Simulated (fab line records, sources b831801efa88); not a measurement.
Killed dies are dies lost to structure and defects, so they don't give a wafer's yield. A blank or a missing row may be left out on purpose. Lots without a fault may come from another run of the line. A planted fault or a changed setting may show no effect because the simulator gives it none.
fab line records | flow sky130
record lots=14 wafers=42 last_day=50
route steps=708 shown LI_CONTACT@364 LOCAL_INTERCONNECT@387
lots that met no fault: from a run of the same line without faults
start_h: hours from the record's first day to the start of the lot's first wafer shown | wait_h: hours since the lot's step before | " the same as in the row above | L1.1+2: a row that stands for several wafers | - no value, or no start given | * or withheld: withheld | < > ~ a bound
route shown NAME@n: a module of which the file shows steps, and the number in the route of the first | usual: mean/standard deviation of fault-free wafers | same: alike in all rows | chamber/n: place in a boat | sites: the reading at each site | _std_site: their standard deviation | _edge_site: outer sites' mean less inner sites' | radius_mm: how far each site lies from the wafer's centre | mask NAME#n: copy n | behind: the tool/chamber that last shaped the wafer | hold: why the lot was held/for how many hours/how that ended | device: the transistor (n, p or np) that didn't switch | end of line: the same wafers' tests at the end of the route | a step without rows: its recipe alone | killed: dies lost to structure and defects at the first sort, not the wafer's yield | map: a wafer's dies, x killed, . not, _ none there
set.NAME: the setting as run; set.NAME@STEP: as run at that earlier step | model.NAME: the simulator's own value behind a step, which no gauge read
steps of the route over a sample of lots; a table a step, a row a wafer
services: from which hour (start_h, from the record's first day; less than 0 if before it) a tool's chamber was out of use, for how many hours, and why
## steps
# step SKY_LI_CONTACT_CMP_02
# recipe material=PSG down_force_psi=4 platen_rpm=60 pad_velocity_m_s=0.94248
# usual head_pressure_psi=3.999/0.0084 motor_current_A=11.4/1.4 time_to_endpoint_s=32.0/2.5
# columns lot.wafer tool chamber start_h wait_h head_pressure_psi motor_current_A time_to_endpoint_s
L387.1 cmp-01 0 645.75 0.1 4.005 12.2 31.5
L387.3 " 1 " " 3.991 9.2 34.5
L387.6 " 1 " " 3.999 10.0 32.9
L388.3 cmp-01 2 649.01 0.1 3.993 10.2 34.3
L388.1 " 3 " " 3.981 11.5 30.3
L388.6 " 2 " " 4.002 10.1 34.4
L389.3 cmp-02 3 666.76 0.1 4.000 12.3 35.1
L389.4 " 0 " " 4.009 10.4 36.5
L389.1 " 1 " " 3.987 10.8 39.5
L390.1 cmp-02 3 680.25 0.1 3.985 13.1 34.2
L390.2 " 2 " " 3.993 14.0 30.6
L390.5 " 0 " " 3.991 9.8 33.8
L394.2 cmp-02 0 720.60 0.0 3.990 9.8 31.7
L394.1 " 3 " " 4.003 12.3 33.6
L394.6 " 1 " " 4.005 11.2 35.7
L396.4 cmp-01 0 728.23 0.2 3.993 12.0 33.0
L396.3 " 1 " " 3.990 9.6 28.1
L396.5 " 2 " " 4.007 10.2 33.0
L397.4 cmp-01 1 735.75 0.1 4.008 9.8 28.1
L397.5 " 0 " " 4.017 12.8 29.4
L397.6 " 1 " " 4.020 9.7 27.0
L403.3 cmp-02 3 782.16 0.0 4.003 12.8 34.1
L403.2 " 1 " " 3.984 11.2 36.4
L403.1 " 2 " " 4.011 13.7 31.1
L402.4 cmp-02 1 783.28 0.0 4.003 11.5 33.1
L402.3 " 2 " " 4.017 12.9 34.1
L402.5 " 2 " " 4.012 13.1 32.4
L404.3 cmp-01 3 786.63 0.0 4.002 11.7 29.5
L404.5 " 3 " " 4.008 11.1 32.1
L404.6 " 0 " " 3.988 12.0 31.8
L406.2 cmp-01 3 801.51 0.1 3.986 11.0 28.5
L406.6 " 2 " " 3.994 10.5 32.7
L406.5 " 3 " " 4.001 11.6 27.8
L408.4 cmp-01 2 812.95 0.0 4.010 10.2 32.8
L408.2 " 3 " " 3.994 11.9 30.0
L408.5 " 3 " " 3.991 11.6 31.0
L407.4 cmp-02 0 820.83 0.1 3.992 9.8 34.3
L407.1 " 1 " " 4.023 10.9 33.8
L407.5 " 3 " " 3.999 12.9 32.1
L410.4 cmp-01 3 826.98 0.1 3.999 11.9 29.5
L410.3 " 0 " " 4.001 12.4 31.5
L410.6 " 2 " " 3.995 10.3 30.6
# step SKY_LOCAL_INTERCONNECT_SPUTTER_00
# recipe material=TiN target_thk_nm=100 temp_c=300 power_w=6500 time_s=83.3 chamber_pressure_pa=0.4
# usual chamber_pressure_pa=0.4000/0.00078 throttle_valve_pct=30.2/0.83
# columns lot.wafer tool chamber start_h wait_h chamber_pressure_pa throttle_valve_pct
L387.1 pvd_sputter-04 - 675.60 0.1 0.4000 30.5
L387.3 " - " " 0.4004 30.4
L387.6 " - " " 0.4005 28.6
L388.1 pvd_sputter-02 - 679.43 0.1 0.3980 30.4
L388.3 " - " " 0.3998 29.8
L388.6 " - " " 0.3998 30.7
L389.1 pvd_sputter-01 - 696.51 0.2 0.4004 30.9
L389.3 " - " " 0.3985 31.5
L389.4 " - " " 0.4015 29.6
L390.1 pvd_sputter-01 - 709.83 0.1 0.3993 31.8
L390.2 " - " " 0.3996 29.3
L390.5 " - " " 0.4012 29.1
L394.1 pvd_sputter-01 - 750.43 0.2 0.4019 29.1
L394.2 " - " " 0.4007 31.0
L394.6 " - " " 0.3999 29.2
L396.3 pvd_sputter-02 - 756.57 0.1 0.4005 30.5
L396.4 " - " " 0.3992 30.3
L396.5 " - " " 0.4000 30.0
L397.4 pvd_sputter-01 - 764.71 0.1 0.3993 31.3
L397.5 " - " " 0.3995 31.7
L397.6 " - " " 0.3996 31.1
L403.1 pvd_sputter-01 - 810.22 0.1 0.3984 28.9
L403.2 " - " " 0.3999 29.5
L403.3 " - " " 0.3995 31.1
L402.3 pvd_sputter-02 - 811.85 0.2 0.3992 30.6
L402.4 " - " " 0.3993 29.7
L402.5 " - " " 0.3996 30.4
L404.3 pvd_sputter-02 - 814.39 0.1 0.3997 30.8
L404.5 " - " " 0.4006 30.4
L404.6 " - " " 0.3993 29.8
L406.2 pvd_sputter-04 - 829.62 0.2 0.4005 30.1
L406.5 " - " " 0.4003 30.2
L406.6 " - " " 0.4001 30.7
L408.2 pvd_sputter-04 - 840.63 0.1 0.4002 30.0
L408.4 " - " " 0.4002 29.8
L408.5 " - " " 0.4000 30.1
L407.1 pvd_sputter-04 - 848.42 0.2 0.3997 29.9
L407.4 " - " " 0.3989 28.7
L407.5 " - " " 0.4010 30.9
L410.3 pvd_sputter-01 - 854.75 0.2 0.4000 31.8
L410.4 " - " " 0.4006 31.4
L410.6 " - " " 0.3990 31.1
# step SKY_LOCAL_INTERCONNECT_DEVELOP_10
# recipe develop_time_s=60 resist=KrF-thick dev_temp_c=21
# usual chill_plate_temp_C=22.99/0.1 develop_time_s=60/0
# columns lot.wafer tool chamber start_h wait_h chill_plate_temp_C develop_time_s
L387.1 litho_track-02 0 704 - 22.99 60
L387.3 " 0 " " 23.04 60
L387.6 " 0 " " 22.92 60
L388.1 litho_track-03 0 707 - 23.16 60
L388.3 " 0 " " 22.85 60
L388.6 " 0 " " 23.03 60
L389.1 litho_track-03 0 724 - 23.10 60
L389.3 " 0 725 - 22.96 60
L389.4 " 0 " " 23.10 60
L390.1 litho_track-02 0 738 - 23.11 60
L390.2 " 0 " " 23.00 60
L390.5 " 0 " " 23.05 60
L394.1 litho_track-03 0 777 - 23.04 60
L394.2 " 0 " " 23.19 60
L394.6 " 0 " " 22.97 60
L396.3 litho_track-02 - 783 - - -
L396.4 " - " " - -
L396.5 " - " " - -
L397.4 litho_track-02 - 791 - - -
L397.5 " - " " - -
L397.6 " - " " - -
L403.1 litho_track-02 0 836 - 23.18 60
L403.2 " 0 " " 23.22 60
L403.3 " 0 " " 23.16 60
L402.3 litho_track-02 0 838 - 23.07 60
L402.4 " 0 " " 22.87 60
L402.5 " 0 " " 22.88 60
L404.3 litho_track-03 0 839 - 22.93 60
L404.5 " 0 840 - 22.88 60
L404.6 " 0 " " 22.74 60
L406.2 litho_track-03 0 855 - 23.00 60
L406.5 " 0 " " 22.90 60
L406.6 " 0 " " 23.02 60
L408.2 litho_track-02 0 866 - 22.86 60
L408.4 " 0 " " 23.07 60
L408.5 " 0 " " 22.87 60
L407.1 litho_track-03 0 873 - 23.06 60
L407.4 " 0 " " 23.00 60
L407.5 " 0 " " 23.09 60
L410.3 litho_track-04 0 880 - 23.04 60
L410.4 " 0 " " 22.98 60
L410.6 " 0 " " 22.97 60
# step SKY_LOCAL_INTERCONNECT_METAL_ETCH_14
# recipe target_depth_nm=110 stop_on=PSG chemistry=Cl2/BCl3 target=TiN resist_sidewall_deg=88 pressure_mtorr=10 icp_w=900 bias_w=48.5 Cl2_flow_sccm=60 bcl3_flow_sccm=30 time_s=31.4
# usual drypump_motor_current_A=5.8/0.41 oes_product_au=0.941/0.0077 throttle_valve_pct=21.902/0.01
# columns lot.wafer tool chamber start_h wait_h drypump_motor_current_A oes_product_au rf_hours_counter_h throttle_valve_pct
L387.1 rie_metal-02 1 704.85 0.0 6.3 0.947 10 21.909
L387.3 " 0 " " 5.4 0.938 - 21.897
L387.6 " 1 " " 6.3 0.949 - 21.902
L388.1 rie_metal-01 1 707.75 0.1 5.4 0.951 15 21.891
L388.3 " 1 " " 5.4 0.939 - 21.892
L388.6 " 1 " " 5.4 0.939 - 21.901
L389.1 rie_metal-01 0 725.40 0.1 6.2 0.931 0 21.900
L389.3 " 0 " " 6.2 0.938 - 21.911
L389.4 " 0 " " 6.2 0.934 - 21.921
L390.1 rie_metal-01 1 738.50 0.0 5.3 0.947 0 21.911
L390.2 " 0 " " 6.2 0.938 1 21.911
L390.5 " 0 " " 6.2 0.939 - 21.905
L394.1 rie_metal-02 0 777.99 0.0 5.4 0.940 8 21.907
L394.2 " 1 " " 6.3 0.940 13 21.907
L394.6 " 1 " " 6.3 0.940 - 21.899
L396.3 rie_metal-02 0 784.01 0.0 5.5 0.963 - 21.891
L396.4 " 1 " " 6.3 0.947 - 21.890
L396.5 " 1 " " 6.3 0.950 - 21.909
L397.4 rie_metal-02 0 791.76 0.0 5.4 0.935 - 21.914
L397.5 " 0 " " 5.4 0.936 - 21.913
L397.6 " 1 " " 6.3 0.936 - 21.894
L403.1 rie_metal-01 1 836.65 0.0 5.4 0.933 3 21.905
L403.2 " 0 " " 6.2 0.924 4 21.899
L403.3 " 1 " " 5.4 0.926 - 21.912
L402.3 rie_metal-02 0 838.54 0.1 5.5 0.946 - 21.888
L402.4 " 0 " " 5.4 0.943 - 21.900
L402.5 " 0 " " 5.5 0.944 - 21.883
L404.3 rie_metal-02 0 840.39 0.1 5.5 0.943 - 21.907
L404.5 " 0 " " 5.4 0.934 - 21.897
L404.6 " 0 " " 5.5 0.929 - 21.904
L406.2 rie_metal-01 0 856.19 0.0 6.2 0.950 5 21.891
L406.5 " 1 " " 5.4 0.951 - 21.904
L406.6 " 0 " " 6.2 0.936 - 21.894
L408.2 rie_metal-03 0 866.75 0.0 6.2 0.960 12 21.908
L408.4 " 0 " " 6.2 0.941 - 21.889
L408.5 " 1 " " 5.5 0.937 - 21.909
L407.1 rie_metal-01 0 874.25 0.1 6.2 0.947 6 21.884
L407.4 " 0 " " 6.2 0.949 - 21.901
L407.5 " 0 " " 6.2 0.947 - 21.897
L410.3 rie_metal-03 1 881.17 0.0 5.4 0.935 - 21.914
L410.4 " 0 " " 6.3 0.934 - 21.911
L410.6 " 0 " " 6.3 0.935 - 21.907
## services
# columns tool chamber start_h hours kind
pvd_sputter-04 - 635.30 3.2 repair
rie_metal-03 0 637.02 23.5 repair
cmp-01 - 662.92 0.3 repair
cmp-02 - 669.94 4.4 pm
cmp-02 - 691.95 0.4 repair
cmp-02 - 722.96 15.3 repair
rie_metal-02 0 725.83 23.5 repair
rie_metal-02 - 735.20 0.4 repair
cmp-02 - 738.29 6.2 pm
rie_metal-01 - 739.80 4.3 pm
pvd_sputter-04 - 744.91 22.3 repair
cmp-02 - 748.54 4.0 pm
cmp-02 - 759.53 2.6 repair
cmp-01 - 762.41 21.0 pm
pvd_sputter-02 - 777.74 1.8 repair
cmp-01 - 792.25 5.1 pm
cmp-01 - 798.81 1.1 repair
rie_metal-01 1 806.30 1.3 repair
pvd_sputter-01 - 813.63 1.2 repair
pvd_sputter-02 - 831.83 20.9 repair
pvd_sputter-02 - 839.97 14.8 repair
cmp-01 - 848.83 0.5 repair
rie_metal-01 1 868.88 22.1 repair
cmp-01 - 871.80 1.1 repair
## key
first_sign step=SKY_LOCAL_INTERCONNECT_DEVELOP_10 reading=tool_record direction=missing
effect none on later readings
met_at SKY_LOCAL_INTERCONNECT_DEVELOP_10
struck_lots L396,L397
later_rows_left_out L396.3,L396.4,L396.5,L397.4,L397.5,L397.6
sort_left_out L396.3,L396.4,L396.5,L397.4,L397.5,L397.6
tester_left_out L396,L397
not_acting_at SKY_LI_CONTACT_CMP_02,SKY_LOCAL_INTERCONNECT_SPUTTER_00,SKY_LOCAL_INTERCONNECT_METAL_ETCH_14
onset_between 738 783
fault kind=skipped_step_whole tool=litho_track-02 chamber=- onset_h=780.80 steps=SKY_LOCAL_INTERCONNECT_DEVELOP_10 scope=struck_lots_only
# tester_left_out: of these lots the tester's yield and bins aren't shown, on N5 and GAA mostly nor the transistor test; their killed dies are dies lost to structure and defects alone, not to doping, threshold or leakage, so they don't give the yield
# sort_left_out: the simulated sort isn't trusted on such a fault, so these wafers' sort isn't shown, and their yield isn't known
# later_rows_left_out: the simulator's readings of these wafers behind a module that went badly wrong aren't trusted and aren't shown, but for the sort
